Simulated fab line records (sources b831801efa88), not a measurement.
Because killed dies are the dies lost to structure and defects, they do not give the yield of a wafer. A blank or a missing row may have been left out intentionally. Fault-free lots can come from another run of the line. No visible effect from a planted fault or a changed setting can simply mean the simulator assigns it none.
Comparing a struck lot with a sound one :: flow sky130 :: 18 out of 708 route steps
Sound: the wafers L758.3, L758.4, L758.5. Struck: wafer L764.2 (left out: L764.1, L764.5 of the same lot, which were not struck); the cause appears at the end.
For every step that has rows: the tool of each side, followed by ch and its chambers, followed by its first start. Under that, the readings that differ: sound wafers :: struck wafers :: difference of the means :: sigmas: that difference in standard deviations of wafers without a fault.
alike: readings with means less than 2 such deviations apart, plus words and numbers identical on both sides. not compared: withheld readings, readings lacking a value on some wafer, bounds such as >300 that could conceal the same value, and numbers that have no deviation in the record and whose values overlap.
Wherever a step has rows on one side only, a row that says differs or no value, or a row with sigmas, the two part there. Non-overlapping numbers with no deviation appear without sigmas and do not part them. A reading that every wafer of one side lacks parts them only if that side has two wafers or more.

first, 1 step without rows for these wafers: SKY_FIELD_ISO_DEVELOP_12 (develop time 60 s).
SKY_FIELD_ISO_CD_MEAS_13: target cd 150 nm.
  sound on cd_sem-01 at day 3 06:35; struck on cd_sem-01 at day 4 13:47
  alike: cd_nm
SKY_FIELD_ISO_ETCH_14: etches BARC in N2/H2, stops on SiO2, time 45.9 s, target depth 60 nm.
  sound on rie_diel-01 ch 2,3, day 3 06:40; struck on rie_diel-03 ch 3, day 4 13:55
  alike: drypump_motor_current_A, oes_product_au, throttle_valve_pct
  not compared: rf_hours_counter_h
SKY_FIELD_ISO_ETCH_15: etches the open film in CHF3/O2, stops on Si, target depth 180 nm, time 72 s.
  sound on rie_diel-01 ch 2,3, day 3 06:42; struck on rie_diel-03 ch 3, day 4 13:57
  alike: drypump_motor_current_A, oes_product_au, throttle_valve_pct
  not compared: rf_hours_counter_h
SKY_FIELD_ISO_STRIP_16: strips in O2/N2.
  sound on plasma_asher-01 ch 0,1, day 3 06:47; struck on plasma_asher-01 ch 1, day 4 14:01
reading: rf_hours_counter_h (h)
sound: - - -
struck: 40
difference: no value on the sound wafers
sigmas: 
  alike: drypump_motor_current_A, oes_product_au, strip_time_to_endpoint_s
SKY_FIELD_ISO_ETCH_17: etches Si in HBr/Cl2/O2, target depth 342 nm, time 97.7 s.
  sound on rie_si-02 ch 0,2, day 3 06:52; struck on rie_si-01 ch 1, day 4 14:07
  alike: drypump_motor_current_A, oes_product_au, throttle_valve_pct
  not compared: rf_hours_counter_h
then, 5 steps without rows for these wafers: SKY_FIELD_ISO_WET_ETCH_18 (etches Si3N4 in H3PO4, target depth 25 nm, time 286 s); SKY_FIELD_ISO_CLEAN_19 (cleans in SC1/SC2, time 150 s); SKY_FIELD_ISO_CLEAN_20 (cleans in dHF, time 20 s); SKY_FIELD_ISO_WET_ETCH_21 (etches SiO2 in dHF, target depth 20 nm, time 400 s); SKY_FIELD_ISO_OXIDATION_22 (stabilise 600 s, purge 300 s, target thk 10 nm).
SKY_FIELD_ISO_THK_MEAS_23:
  sound on film_metro-03 at day 3 09:17; struck on film_metro-02 at day 4 17:26
  alike: FIELD_ISO_OXIDATION_01_THK
SKY_FIELD_ISO_CVD_24: deposits SiO2, target thk 595 nm, time 99.2 s.
  sound on hdpcvd-02 ch 0,1, day 3 09:19; struck on hdpcvd-02 ch 1, day 4 17:29
reading: model.SiO2_of_FIELD_ISO_CVD_24.thk_nm (nm)
sound: 587.9 593.9 581.4
struck: 780.7
difference: +193.0
sigmas: 
SKY_FIELD_ISO_THK_MEAS_25:
  sound on film_metro-02 at day 3 09:25; struck on film_metro-03 at day 4 17:34
reading: FIELD_ISO_CVD_24_THK (nm)
sound: 587 594 581
struck: 781
difference: +194
sigmas: +33
then, 1 step without rows for these wafers: SKY_FIELD_ISO_ANNEAL_26 (time 1800 s).
SKY_FIELD_ISO_CMP_27: polishes, stops on Si3N4, t overpolish 16 s, target thk 457.8 nm.
  sound on cmp-02 ch 1,2,3, day 3 11:01; struck on cmp-01 ch 0, day 4 19:22
reading: time_to_endpoint_s (s)
sound: 115 121 108
struck: 142
difference: +27
sigmas: +5
  alike: motor_current_A
then, 1 step without rows for these wafers: SKY_FIELD_ISO_WET_ETCH_28 (etches SiO2 in dHF, target depth 23.7 nm, time 47 s).
-- the record jumps here: 45 days lie between the struck wafers' starts before and after (it left off in module FIELD_ISO and takes up again in module PAD_OPEN, whose first step shown is number 708 of the route) --
SKY_PAD_OPEN_PROBE_99:
  sound on prober-02 at day 49 14:48; struck on prober-01 at day 49 16:55
reading: killed_at_M4_up
sound: 4 6 9
struck: 2
difference: -4
sigmas: -2
  alike: killed_at_M0_to_M3, killed_at_contacts, killed_at_front_end, killed_at_other, killed_dies, killed_open, killed_short

WHERE THEY PART
At SKY_FIELD_ISO_STRIP_16 first; at SKY_PAD_OPEN_PROBE_99 last (within this record only).

WHY: what the simulator had put in
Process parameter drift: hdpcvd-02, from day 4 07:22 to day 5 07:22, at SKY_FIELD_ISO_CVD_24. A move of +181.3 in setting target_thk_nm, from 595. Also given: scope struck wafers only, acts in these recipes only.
